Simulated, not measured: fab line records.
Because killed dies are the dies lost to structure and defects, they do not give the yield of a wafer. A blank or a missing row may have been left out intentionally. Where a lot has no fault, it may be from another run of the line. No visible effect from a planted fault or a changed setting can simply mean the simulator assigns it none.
A lot that was struck, set against a sound lot | flow sky130 | 43 out of 708 route steps
Sound: these wafers, L130.3, L130.4, L130.5. Struck: wafer L142.3. (L142.4, L142.6 of the same lot were not struck and are left out.) The cause comes at the end.
Per side, at each step with rows, come the tool, then ch with its chambers, and then its first start. Under that, the readings that differ: sound wafers | struck wafers | difference of the means | sigmas: that difference in standard deviations of wafers without a fault.
alike: words and numbers the same on both sides, and readings whose means are apart by under 2 such deviations; not compared: readings that were withheld, readings missing a value for some wafer, numbers with overlapping values and no deviation given by the record, and bounds like >300 which may hide the same value.
Wherever a step has rows on one side only, a row that says differs or no value, or a row with sigmas, the two part there. Numbers that have no deviation but don't overlap get no sigmas and don't part them. A reading that every wafer of one side lacks parts them only if that side has two wafers or more.

first, 1 step without rows for these wafers: SKY_LDD_N_IMPLANT_15.
SKY_LDD_N_STRIP_16: strips in O2/N2.
  sound on plasma-asher-04 ch 0,1, day 17 16:27; struck on plasma-asher-02 ch 0, day 22 04:02
  reading               | sound             | struck | difference | sigmas
  oes-product-au (a.u.) | 0.405 0.412 0.416 | 0.401  | -0.010     | -2
  alike: drypump-motor-current-A, strip-time-to-endpoint-s
  not compared: rf-hours-counter-h
SKY_LDD_N_TW_MEAS_17:
  sound: film-metro-02 at day 17 16:32; struck: film-metro-02 at day 22 04:07
  alike: LDD_N_TW
then, 7 steps without rows for these wafers: SKY_LDD_P_DEHYDRATE_00 (time 60 s); SKY_LDD_P_HMDS_01 (prime time 60 s); SKY_LDD_P_COAT_02 (resist thk 1140 nm); SKY_LDD_P_SOFTBAKE_03 (time 60 s); SKY_LDD_P_EXPOSE_04 (exposes mask PSDM, target cd 380 nm); SKY_LDD_P_PEB_05; SKY_LDD_P_DEVELOP_06 (develop time 60 s).
SKY_LDD_P_CD_MEAS_07: target cd 380 nm.
  sound: cd-sem-01 at day 18 22:13; struck: cd-sem-02 at day 23 10:06
  alike: cd-nm
SKY_LDD_P_OVL_MEAS_08:
  sound: overlay-01 at day 18 22:18; struck: overlay-02 at day 23 10:12
  alike: LDD_P_OVL
SKY_LDD_P_IMPLANT_09:
  sound on implanter-02 ch 0, day 18 22:23; struck on implanter-02 ch 0, day 23 10:16
SKY_LDD_P_STRIP_10: strips in O2/N2.
  sound on plasma-asher-01 ch 0,1, day 18 22:31; struck on plasma-asher-01 ch 0, day 23 10:24
  reading                      | sound             | struck | difference | sigmas
  strip-time-to-endpoint-s (s) | 14.23 14.19 14.23 | 14.13  | -0.09      | -2
  alike: drypump-motor-current-A, oes-product-au
  not compared: rf-hours-counter-h
SKY_LDD_P_TW_MEAS_11:
  sound: film-metro-02 at day 18 22:36; struck: film-metro-04 at day 23 10:29
  alike: LDD_P_TW
then, 7 steps without rows for these wafers: SKY_LDD_HVN_DEHYDRATE_00 (time 60 s); SKY_LDD_HVN_HMDS_01 (prime time 60 s); SKY_LDD_HVN_COAT_02 (resist thk 300 nm); SKY_LDD_HVN_SOFTBAKE_03 (time 60 s); SKY_LDD_HVN_EXPOSE_04 (exposes mask HVNTM, target cd 700 nm); SKY_LDD_HVN_PEB_05; SKY_LDD_HVN_DEVELOP_06 (develop time 60 s).
SKY_LDD_HVN_OVL_MEAS_07:
  sound: overlay-01 at day 20 05:26; struck: overlay-01 at day 24 16:40
  reading          | sound       | struck | difference | sigmas
  LDD_HVN_OVL (nm) | 1.7 1.0 1.2 | -1.9   | -3.2       | -2
then, 1 step without rows for these wafers: SKY_LDD_HVN_IMPLANT_08.
SKY_LDD_HVN_STRIP_09: strips in O2/N2.
  sound on plasma-asher-03 ch 0,1, day 20 05:39; struck on plasma-asher-03 ch 1, day 24 16:52
  reading                      | sound             | struck | difference | sigmas
  strip-time-to-endpoint-s (s) | 4.145 4.138 4.146 | 4.114  | -0.029     | -2
  alike: drypump-motor-current-A, oes-product-au
  not compared: rf-hours-counter-h
SKY_LDD_HVN_TW_MEAS_10:
  sound: film-metro-03 at day 20 05:44; struck: film-metro-03 at day 24 16:57
  alike: LDD_HVN_TW
then, 7 steps without rows for these wafers: SKY_LDD_HVP_DEHYDRATE_00 (time 60 s); SKY_LDD_HVP_HMDS_01 (prime time 60 s); SKY_LDD_HVP_COAT_02 (resist thk 300 nm); SKY_LDD_HVP_SOFTBAKE_03 (time 60 s); SKY_LDD_HVP_EXPOSE_04 (exposes mask HVPTM, target cd 700 nm); SKY_LDD_HVP_PEB_05; SKY_LDD_HVP_DEVELOP_06 (develop time 60 s).
SKY_LDD_HVP_OVL_MEAS_07:
  sound: overlay-02 at day 21 12:26; struck: overlay-02 at day 25 21:41
  alike: LDD_HVP_OVL
then, 1 step without rows for these wafers: SKY_LDD_HVP_IMPLANT_08.
SKY_LDD_HVP_STRIP_09: strips in O2/N2.
  sound on plasma-asher-03 ch 0,1, day 21 12:38; struck on plasma-asher-01 ch 1, day 25 21:53
  reading                      | sound             | struck | difference | sigmas
  strip-time-to-endpoint-s (s) | 4.132 4.115 4.127 | 4.155  | +0.030     | +2
  alike: drypump-motor-current-A, oes-product-au
  not compared: rf-hours-counter-h
SKY_LDD_HVP_TW_MEAS_10:
  sound: film-metro-01 at day 21 12:43; struck: film-metro-01 at day 25 21:58
  alike: LDD_HVP_TW
then, 5 steps without rows for these wafers: SKY_LDD_LDN_DEHYDRATE_00 (time 60 s); SKY_LDD_LDN_HMDS_01 (prime time 60 s); SKY_LDD_LDN_COAT_02 (resist thk 1140 nm); SKY_LDD_LDN_SOFTBAKE_03 (time 60 s); SKY_LDD_LDN_EXPOSE_04 (exposes mask LDNTM, target cd 700 nm).
-- here the record skips 23 days between the struck wafers' starts before and after, leaving off in module LDD_LDN and picking up in module PAD_OPEN (first step shown: number 708 of the route) --
SKY_PAD_OPEN_PROBE_99:
  sound: prober-02 at day 45 20:16; struck: prober-02 at day 48 15:42
  reading                                 | sound                   | struck  | difference | sigmas
  model.etest.tip-p.rs-ohm-sq-range       | 202.7 184.8 244.1       | 1528    | +1317      |
  model.etest.pfet_01v8.drive-ua-um-range | 8.915 8.593 7.383       | 11.03   | +2.73      |
  model.etest.pfet_01v8.vt-v-range        | 0.01753 0.01385 0.01519 | 0.01965 | +0.00413   |
  alike: killed_at_M0_to_M3, killed_at_M4_up, killed-at-contacts, killed-at-front-end, killed-at-other, killed-dies, killed-open, killed-short

## WHERE THEY PART
Earliest at SKY_LDD_N_STRIP_16; latest, in this record, at SKY_LDD_HVP_STRIP_09. Later steps at which nothing parts them and some readings are alike: SKY_LDD_HVP_TW_MEAS_10, SKY_PAD_OPEN_PROBE_99.

WHY: the cause the simulator had injected
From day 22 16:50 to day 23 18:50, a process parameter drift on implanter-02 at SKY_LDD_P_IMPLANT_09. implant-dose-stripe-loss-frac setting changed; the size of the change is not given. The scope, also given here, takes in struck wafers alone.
